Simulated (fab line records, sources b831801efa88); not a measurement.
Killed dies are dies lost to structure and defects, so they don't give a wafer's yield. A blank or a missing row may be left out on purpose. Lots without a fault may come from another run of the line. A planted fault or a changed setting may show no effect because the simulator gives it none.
One fault seen from 2 desks | flow sky130 | each desk has only its own numbers; what lay behind them comes last

THE TOOL OWNER'S DESK: pecvd-03
The tool's own readings at SKY_PASSIVATION_CVD_02 (deposits Si3N4, target thk 540 nm): means of the sampled wafers that have a number, for each lot that ran on this tool. A lot is out of limits, marked OUT, if its mean lies more than 4 standard deviations from the usual mean; the brackets give that distance.
Columns: A = heater_power_w at SKY_PASSIVATION_CVD_02, usual 763 W
lot  | first seen here | A
L260 | day 43 14:05    | 759
L261 | day 43 23:26    | 812
L267 | day 45 17:03    | 752
L271 | day 46 22:47    | 793
This desk's finding: nothing out of limits on any of the 4 lots.

THE METROLOGY DESK
What the gauges read, lot by lot, whatever tool the lot ran on: means of the sampled wafers that have a number. A lot is out of limits, marked OUT, if its mean lies more than 4 standard deviations from the usual mean; the brackets give that distance.
Columns: A = VIA4_W_RS at SKY_VIA4_RS_MEAS_19, usual 0.226 ohm/sq; B = PASSIVATION_CVD_02_THK at SKY_PASSIVATION_THK_MEAS_03, usual 542 nm
lot  | first seen here | A     | B
L260 | day 42 12:56    | 0.229 | 539
L261 | day 42 23:33    | 0.228 | 544
L263 | day 44 07:13    | 0.223 | 539
L264 | day 44 09:19    | 0.223 | 545
L267 | day 44 18:41    | 0.225 | 418 (-19) OUT
L271 | day 46 00:34    | 0.226 | 506 (-5.6) OUT
L276 | day 47 03:44    | 0.222 | 539
L278 | day 47 18:13    | 0.223 | 547
L282 | day 48 08:10    | 0.226 | 537
L283 | day 48 10:59    | 0.230 | 534
This desk's finding: out of limits on L267, L271; first on L267, day 45 17:18 (PASSIVATION_CVD_02_THK at SKY_PASSIVATION_THK_MEAS_03). In limits: L260, L261, L263, L264, L276, L278, L282, L283.

PUT TOGETHER
The metrology desk could have raised an alarm at day 45 17:18, on L267, L271.
The tool owner's desk saw nothing out of limits.
The tool owner's desk has L267, L271 on record, within its limits.
Of the lots named, all ran SKY_PASSIVATION_CVD_02 on pecvd-03.

WHAT THE SIMULATOR HAD PUT IN
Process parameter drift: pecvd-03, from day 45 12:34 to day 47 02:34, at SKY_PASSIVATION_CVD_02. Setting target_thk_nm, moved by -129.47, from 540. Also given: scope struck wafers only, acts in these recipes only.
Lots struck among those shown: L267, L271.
Hours from the fault's start to each desk's first reading out of limits: the metrology desk, 5.
